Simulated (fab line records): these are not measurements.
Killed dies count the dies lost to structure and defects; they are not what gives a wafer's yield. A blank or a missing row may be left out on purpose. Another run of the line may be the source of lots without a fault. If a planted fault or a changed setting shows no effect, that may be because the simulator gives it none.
One fault seen from 2 desks || flow sky130 || every desk sees just its own numbers, and what lay behind them comes last

AT THE TOOL OWNER'S DESK: rie_diel-02
The tool's own readings at SKY_VIA2_ETCH_14 (etches BARC in N2/H2, stops on SiO2, time 45.9 s, target depth 60 nm): means of the sampled wafers that have a number, for each lot that ran on this tool. Marked OUT: a lot whose mean sits more than 4 standard deviations from the usual mean, which makes it out of limits; the brackets give that distance.
Columns: A = drypump_motor_current_A at SKY_VIA2_ETCH_14, usual 5.7 A; B = h2_flow_sccm at SKY_VIA2_ETCH_14, usual 199.9 sccm; C = oes_product_au at SKY_VIA2_ETCH_14, usual 0.854 a.u.; D = run_length_s at SKY_VIA2_ETCH_14, usual 74.2 s; E = throttle_valve_pct at SKY_VIA2_ETCH_14, usual 13.224 %
{"lot": "L751", "first seen here": "day 37 06:46", "A": 6.1, "B": 199.8, "C": 0.850, "D": 73.9, "E": 13.220}
{"lot": "L754", "first seen here": "day 39 02:46", "A": 5.4, "B": 199.4, "C": 0.854, "D": 74.2, "E": 13.221}
{"lot": "L764", "first seen here": "day 41 06:56", "A": 5.8, "B": 199.7, "C": "0.915 (+13) OUT", "D": "70.2 (-9.0) OUT", "E": 13.230}
{"lot": "L766", "first seen here": "day 42 09:49", "A": 5.8, "B": 199.9, "C": "0.897 (+9.2) OUT", "D": "71.6 (-5.8) OUT", "E": 13.224}
Finding of this desk: L764, L766 out of limits; the first was L764 at day 41 06:56, on oes_product_au at SKY_VIA2_ETCH_14. Within limits: L751, L754.

AT THE METROLOGY DESK
Means of the sampled wafers that have a number, per lot and without regard to the tool the lot ran on: this is what the gauges read. Marked OUT: a lot whose mean sits more than 4 standard deviations from the usual mean, which makes it out of limits; the brackets give that distance.
Columns: A = VIA2_BOW at SKY_VIA2_BOW_MEAS_03, usual 85 um; B = cd_nm at SKY_VIA2_CD_MEAS_12, usual 200.2 nm; C = VIA2_OVL at SKY_VIA2_OVL_MEAS_13, usual -5 nm
{"lot": "L751", "first seen here": "day 36 04:27", "A": 86, "B": 198.8, "C": -8}
{"lot": "L754", "first seen here": "day 38 01:05", "A": 87, "B": 199.4, "C": -1}
{"lot": "L764", "first seen here": "day 40 06:37", "A": 80, "B": 202.4, "C": -3}
{"lot": "L766", "first seen here": "day 41 10:00", "A": 79, "B": 198.7, "C": -1}
{"lot": "L769", "first seen here": "day 41 16:21", "A": 83, "B": 201.2, "C": -8}
{"lot": "L770", "first seen here": "day 41 22:26", "A": 91, "B": 199.5, "C": -4}
Finding of this desk: none of the 6 lots has anything out of limits.

PUT TOGETHER
On L764, L766, at day 41 06:56, an alarm was possible from the tool owner's desk.
Metrology desk: nothing out of limits seen.
The metrology desk has L764, L766 on record, within its limits.
All the named lots went through SKY_VIA2_ETCH_14 on rie_diel-02.

WHAT WAS PUT IN BY THE SIMULATOR
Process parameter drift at SKY_VIA2_ETCH_14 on rie_diel-02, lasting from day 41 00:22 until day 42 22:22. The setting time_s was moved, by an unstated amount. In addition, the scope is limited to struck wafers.
Shown lots that were struck: L764, L766.
Hours from the fault's start to each desk's first reading out of limits: the tool owner's desk, 7.
